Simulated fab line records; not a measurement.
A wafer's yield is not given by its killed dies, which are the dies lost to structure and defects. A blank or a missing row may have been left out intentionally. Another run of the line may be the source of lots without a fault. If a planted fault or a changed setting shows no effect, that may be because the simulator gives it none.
What tool caused it?    flow gf180mcu    Sampling: 12 lots, 36 wafers, 5 of 602 route steps

== WHAT THE GAUGES SHOWED, per wafer ==
GF_M5_CD_MEAS_07: target cd 280 nm. Usual: cd nm at 279.9 nm, with a standard deviation of 1.4.
lot   measured      on         cd nm (nm)         flag
L498  day 26 17:37  cd sem-01  278.7 279.0 278.9  
L499  day 26 21:52  cd sem-02  280.4 280.0 281.1  
L501  day 27 14:19  cd sem-02  279.6 279.5 280.2  
L502  day 27 21:31  cd sem-01  282.4 281.5 281.6  
L503  day 28 02:49  cd sem-02  280.8 280.0 280.4  
L504  day 28 17:26  cd sem-01  279.0 278.5 278.9  
L506  day 28 23:50  cd sem-02  277.5 278.8 279.2  
L507  day 29 15:07  cd sem-01  279.1 278.0 278.8  
L508  day 29 17:04  cd sem-02  280.1 280.8 280.7  
L511  day 30 12:43  cd sem-02  279.9 281.4 281.2  
L513  day 31 00:31  cd sem-01  278.2 254.2 255.8  OFF
L519  day 32 18:34  cd sem-01  278.6 280.6 281.0  

== WHAT TOOL EACH LOT RAN ON (gives the tool, then ch and the chambers of the sampled wafers, and finally the start) ==
lot   GF_V4_ETCH_17                                  GF_MIM_SPUTTER_07             GF_MIM_SPUTTER_09             GF_M5_EXPOSE_04
L498  rie diel-01 ch 1,2,3, day 25 00:13 or earlier  pvd sputter-02, day 25 00:13  pvd sputter-02, day 25 00:17  krf scanner-02 ch 0, day 26 07:08
L499  rie diel-01 ch 0,3, day 25 03:54 or earlier    pvd sputter-02, day 25 03:54  pvd sputter-02, day 25 03:58  krf scanner-02 ch 0, day 26 10:58
L501  rie diel-01 ch 1,2, day 25 21:07 or earlier    pvd sputter-03, day 25 21:07  pvd sputter-03, day 25 21:11  krf scanner-01 ch 0, day 27 04:19
L502  rie diel-04 ch 0,1,2, day 26 03:11 or earlier  pvd sputter-01, day 26 03:11  pvd sputter-01, day 26 03:15  krf scanner-01 ch 0, day 27 11:04
L503  rie diel-03 ch 0,1,3, day 26 09:09 or earlier  pvd sputter-03, day 26 09:09  pvd sputter-03, day 26 09:13  krf scanner-02 ch 0, day 27 17:23
L504  rie diel-04 ch 1,2, day 27 02:03 or earlier    pvd sputter-01, day 27 02:03  pvd sputter-01, day 27 02:07  krf scanner-02 ch 0, day 28 07:28
L506  rie diel-04 ch 1,2,3, day 27 08:31 or earlier  pvd sputter-01, day 27 08:31  pvd sputter-01, day 27 08:34  krf scanner-01 ch 0, day 28 14:53
L507  rie diel-03 ch 1,2,3, day 27 23:41 or earlier  pvd sputter-02, day 27 23:41  pvd sputter-02, day 27 23:45  krf scanner-01 ch 0, day 29 05:04
L508  rie diel-04 ch 1,3, day 28 02:00 or earlier    pvd sputter-01, day 28 02:00  pvd sputter-01, day 28 02:04  krf scanner-01 ch 0, day 29 07:41
L511  rie diel-01 ch 0,1,3, day 28 23:32 or earlier  pvd sputter-01, day 28 23:32  pvd sputter-01, day 28 23:37  krf scanner-02 ch 0, day 30 03:46
L513  rie diel-04 ch 0,2, day 29 11:58 or earlier    pvd sputter-02, day 29 11:58  pvd sputter-02, day 29 12:02  krf scanner-01 ch 0, day 30 15:52
L519  rie diel-01 ch 2,3, day 31 08:20 or earlier    pvd sputter-01, day 31 08:20  pvd sputter-01, day 31 08:24  krf scanner-02 ch 0, day 32 09:59
- GF_V4_ETCH_17: etches SiO2 in C4F8/O2/Ar, stops on TiN, target depth 630 nm.
- GF_MIM_SPUTTER_07: material TiN, target thk 60 nm, time 50 s.
- GF_MIM_SPUTTER_09: material TiN, target thk 35 nm, time 29.2 s.
- GF_M5_EXPOSE_04: exposes mask Metal5, target cd 280 nm.

== WHAT THE TOOLS THEMSELVES READ (means of the sampled wafers that have a number; where no wafer has one, the mark that the record gives instead) ==
GF_V4_ETCH_17. Usual: oes product au at 0.855 a.u., with a standard deviation of 0.0051.
lot   tool         oes product au (a.u.)  flag
L498  rie diel-01  0.854                  
L499  rie diel-01  0.857                  
L501  rie diel-01  0.858                  
L502  rie diel-04  0.853                  
L503  rie diel-03  0.855                  
L504  rie diel-04  0.858                  
L506  rie diel-04  0.858                  
L507  rie diel-03  0.856                  
L508  rie diel-04  0.857                  
L511  rie diel-01  0.856                  
L513  rie diel-04  0.853                  
L519  rie diel-01  0.858                  

GF_MIM_SPUTTER_07. Usual: throttle valve pct at 29.7 %, with a standard deviation of 0.68.
lot   tool            throttle valve pct (%)  flag
L498  pvd sputter-02  30.4                    
L499  pvd sputter-02  30.5                    
L501  pvd sputter-03  29.0                    
L502  pvd sputter-01  29.7                    
L503  pvd sputter-03  29.5                    
L504  pvd sputter-01  29.9                    
L506  pvd sputter-01  29.8                    
L507  pvd sputter-02  29.6                    
L508  pvd sputter-01  29.8                    
L511  pvd sputter-01  30.1                    
L513  pvd sputter-02  29.3                    
L519  pvd sputter-01  30.2                    

GF_MIM_SPUTTER_09. Usual: throttle valve pct at 29.7 %, with a standard deviation of 0.67.
lot   tool            throttle valve pct (%)  flag
L498  pvd sputter-02  30.1                    
L499  pvd sputter-02  30.4                    
L501  pvd sputter-03  29.3                    
L502  pvd sputter-01  29.7                    
L503  pvd sputter-03  29.5                    
L504  pvd sputter-01  29.9                    
L506  pvd sputter-01  29.7                    
L507  pvd sputter-02  29.6                    
L508  pvd sputter-01  30.0                    
L511  pvd sputter-01  30.0                    
L513  pvd sputter-02  29.2                    
L519  pvd sputter-01  30.3                    

GF_M5_EXPOSE_04. Usual: exposure dose mJ cm2 at 27.994, with a standard deviation of 0.026.
lot   tool            exposure dose mJ cm2  flag
L498  krf scanner-02  27.992                
L499  krf scanner-02  28.020                
L501  krf scanner-01  27.985                
L502  krf scanner-01  28.002                
L503  krf scanner-02  27.990                
L504  krf scanner-02  28.020                
L506  krf scanner-01  27.991                
L507  krf scanner-01  27.984                
L508  krf scanner-01  28.017                
L511  krf scanner-02  28.001                
L513  krf scanner-01  27.011                OFF
L519  krf scanner-02  27.973                

== THE ANSWER, worked out from the rows above alone ==
Rule: a lot is off if the mean of its wafers that have a number lies more than 3 standard deviations from the usual mean. A lot without any number at a reading at which 4 lots or more have one is off too. Where the step has rows for the other lots, those lots are counted as sound. The gauges are gone through in route order, then the tools' own readings, and for those a lot's mean is taken as printed above. The first step at which some lot is off is used, and at that step the reading that is off furthest; a lot without a number counts as furthest.
Off at GF_M5_CD_MEAS_07 (cd nm): L513.
If a tool, at a process step before that reading, ran all the lots that are off and no sound lot after the first of them, it fits. The gauges at GF_M5_CD_MEAS_07 aren't tried: what is off there is off at GF_M5_EXPOSE_04 too, on other tools, and a gauge's error can't cause that. GF_V4_ETCH_17 gives no start for some lots, so the hours and the order of its lots are those of GF_MIM_SPUTTER_07. Can't be told from this: 3 tools fit, rie diel-04 at GF_V4_ETCH_17, pvd sputter-02 at GF_MIM_SPUTTER_07 and GF_MIM_SPUTTER_09, krf scanner-01 at GF_M5_EXPOSE_04.

== WHAT WAS PUT IN BY THE SIMULATOR ==
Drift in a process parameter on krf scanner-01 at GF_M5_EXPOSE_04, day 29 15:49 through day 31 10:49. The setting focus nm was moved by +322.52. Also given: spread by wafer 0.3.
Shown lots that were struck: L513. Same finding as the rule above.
